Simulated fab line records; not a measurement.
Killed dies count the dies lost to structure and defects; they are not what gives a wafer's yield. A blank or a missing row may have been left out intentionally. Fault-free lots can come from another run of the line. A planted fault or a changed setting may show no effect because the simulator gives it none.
Problem report, 8D (eight disciplines) form, completed by code / flow sky130 / the parts of the form that need people (team, actions taken, sign-off) are left out

## 1. THE PROBLEM
VT_ADJUST_NCORE_OVL at SKY_VT_ADJUST_NCORE_OVL_MEAS_08 reads a mean of -121.6 nm on 12 wafers of 4 lots; wafers without a fault read 0.5 nm with a standard deviation of 1.2. So: -99 or more standard deviations from the usual mean.
Seen first at day 11 17:35 on overlay-02, wafer L176.1. The record has a number at this step for 45 wafers belonging to 15 lots. By rule, "out" or "out of limits" means more than 4 standard deviations away from the usual mean. The rest of the wafers with a number are treated as sound.

## 2. WHAT IT IS; WHAT IT IS NOT
question=which readings at this step | is=VT_ADJUST_NCORE_OVL | is not=-
question=which lots | is=L176, L177, L178, L179 | is not=L166, L167, L168, L169, L170, L171, L172, L173, L174, L184, L189
question=which wafers of those lots | is=all that have a number | is not=-
question=read on which gauges | is=overlay-01, overlay-02 | is not=-
question=when | is=from day 11 17:35 | is not=up to then (27 sound wafers); but 6 sound wafers of L184, L189 came after

## 3. WHAT RULES OUT EACH SUSPECT
Counting: a tool at any process step up to the reading remains a suspect when it ran all the lots that are out and ran no sound lot after the first of those.
- the gauge at SKY_VT_ADJUST_NCORE_OVL_MEAS_08 has been ruled out. The wafers that are out were read on 2 gauges (overlay-01, overlay-02).
- iline-stepper-01 at SKY_VT_ADJUST_NCORE_EXPOSE_04 (exposes mask LVTN COMPLEMENT THIN, target cd 380 nm): kept. All lots that are out passed through it, beginning with L176 at day 11 05:28, and no sound lot followed; its final sound lot before that point was L173 at day 9 20:10.
Left after counting: iline-stepper-01 at SKY_VT_ADJUST_NCORE_EXPOSE_04.

## 4. THE CAUSE (what the simulator had put in)
Scanner matching overlay: iline-stepper-01, from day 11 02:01 on, at SKY_VT_ADJUST_NCORE_EXPOSE_04. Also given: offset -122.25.
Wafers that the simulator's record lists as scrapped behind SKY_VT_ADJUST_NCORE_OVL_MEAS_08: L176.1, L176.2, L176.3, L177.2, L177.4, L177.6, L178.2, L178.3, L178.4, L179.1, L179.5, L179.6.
After counting, this tool was the only one left.

## 5. SEQUENCE OF EFFECTS, ordered by route
Rows list readings where the struck wafers' mean (over those with a number) sits beyond 3 standard deviations from the usual. Only readings for which the record gives a usual standard deviation are gone through. hours: the time from each lot's start at the first step in this table that gives one to its start at this step, as a median over the lots. sigmas: the change in usual standard deviations.
hours=0; step=SKY_VT_ADJUST_NCORE_OVL_MEAS_08; reading=VT_ADJUST_NCORE_OVL; usual=0.5 nm; on struck wafers=-121.6; change=-122.1; sigmas=-99 or more

## 6. WHAT WOULD HAVE CAUGHT IT SOONER
Counted from the fault's start at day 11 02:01, it took 16 hours until the first out-of-limits reading at a measuring or inspecting step in this record, taken at day 11 17:35.
By day 11 17:35 the whole set of lots that are out, 4 in number, had already begun SKY_VT_ADJUST_NCORE_EXPOSE_04 on iline-stepper-01. None of them would have been spared by holding the tool at that moment.
